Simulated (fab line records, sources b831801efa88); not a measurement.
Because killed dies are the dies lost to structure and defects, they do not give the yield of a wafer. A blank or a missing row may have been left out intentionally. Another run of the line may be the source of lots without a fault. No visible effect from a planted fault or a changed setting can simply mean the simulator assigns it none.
Matching of chambers + flow gf180mcu + 4 sister chambers for GF_STI_CMP_25 on cmp-02
The step polishes, stops on Si3N4, t overpolish 31.66 s, target thk 524.6 nm. 16 wafers are shown with their chamber, then 8 later ones without.

WAFERS, EACH WITH ITS CHAMBER
| wafer  | chamber | motor-current-A (A) | time-to-endpoint-s (s) | overpolish-run-s (s) |
|--------|---------|---------------------|------------------------|----------------------|
| L079.1 | 1       | 14.1                | 125.2                  | 31.636               |
| L079.4 | 2       | 13.3                | 124.6                  | 31.657               |
| L079.5 | 0       | 12.8                | 123.4                  | 31.688               |
| L082.1 | 1       | 13.5                | 120.1                  | 31.664               |
| L082.5 | 3       | 11.9                | 117.5                  | 31.671               |
| L082.6 | 2       | 13.0                | 123.2                  | 31.653               |
| L084.1 | 3       | 13.4                | 121.1                  | 31.662               |
| L084.4 | 2       | 13.5                | 122.7                  | 31.653               |
| L084.6 | 0       | 12.4                | 122.2                  | 31.657               |
| L087.1 | 2       | 12.8                | 125.6                  | 31.657               |
| L087.5 | 3       | 13.6                | 123.6                  | 31.643               |
| L087.6 | 2       | 13.3                | 127.6                  | 31.667               |
| L089.2 | 1       | 13.4                | 119.8                  | 31.644               |
| L089.3 | 0       | 12.5                | 116.4                  | 31.649               |
| L089.5 | 0       | 12.5                | 117.6                  | 31.667               |
| L095.1 | 2       | 13.4                | 128.8                  | 31.666               |

SIGNATURES (averages over the wafers above)
| reading            | chamber 0 | chamber 1 | chamber 2 | chamber 3 | scatter within a chamber |
|--------------------|-----------|-----------|-----------|-----------|--------------------------|
| motor-current-A    | 12.550    | 13.667    | 13.217    | 12.967    | 0.452                    |
| time-to-endpoint-s | 119.900   | 121.700   | 125.417   | 120.733   | 2.91                     |
| overpolish-run-s   | 31.66525  | 31.64800  | 31.65883  | 31.65867  | 0.0125                   |
Rule: distance of a wafer from a chamber = root of the sum over the readings of ((wafer's reading minus chamber's mean) / reading's scatter) squared. If the next closest chamber is less than 2 further off than the closest, the wafer can't be placed; otherwise it belongs to the closest. The scatter: the root of (the sum of the squares of (reading less its chamber's mean) over the shown wafers, divided by (wafers less chambers)).

WAFERS WHOSE CHAMBER IS MISSING
| wafer  | motor-current-A (A) | time-to-endpoint-s (s) | overpolish-run-s (s) |
|--------|---------------------|------------------------|----------------------|
| L095.3 | 12.8                | 119.9                  | 31.653               |
| L095.5 | 11.9                | 125.8                  | 31.665               |
| L096.1 | 13.6                | 124.1                  | 31.669               |
| L096.3 | 12.9                | 129.1                  | 31.664               |
| L096.5 | 12.4                | 122.7                  | 31.661               |
| L097.1 | 12.5                | 121.3                  | 31.652               |
| L097.2 | 13.5                | 122.4                  | 31.669               |
| L097.4 | 12.4                | 125.6                  | 31.665               |

THE CHAMBER EACH PASSED THROUGH
| wafer  | from the rows above               | in truth |
|--------|-----------------------------------|----------|
| L095.3 | can't be placed: 3 or 0 or 1 or 2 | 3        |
| L095.5 | can't be placed: 0 or 2 or 3 or 1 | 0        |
| L096.1 | can't be placed: 2 or 1 or 3 or 0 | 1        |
| L096.3 | can't be placed: 2 or 3 or 0 or 1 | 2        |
| L096.5 | can't be placed: 0 or 3 or 2 or 1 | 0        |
| L097.1 | can't be placed: 0 or 3 or 2 or 1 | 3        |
| L097.2 | can't be placed: 2 or 3 or 1 or 0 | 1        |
| L097.4 | can't be placed: 2 or 0 or 3 or 1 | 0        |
Placed correctly: 0 of 8. Unplaceable from these rows: 8, with the true chamber sitting among the candidates in 8. Wrongly placed: 0.
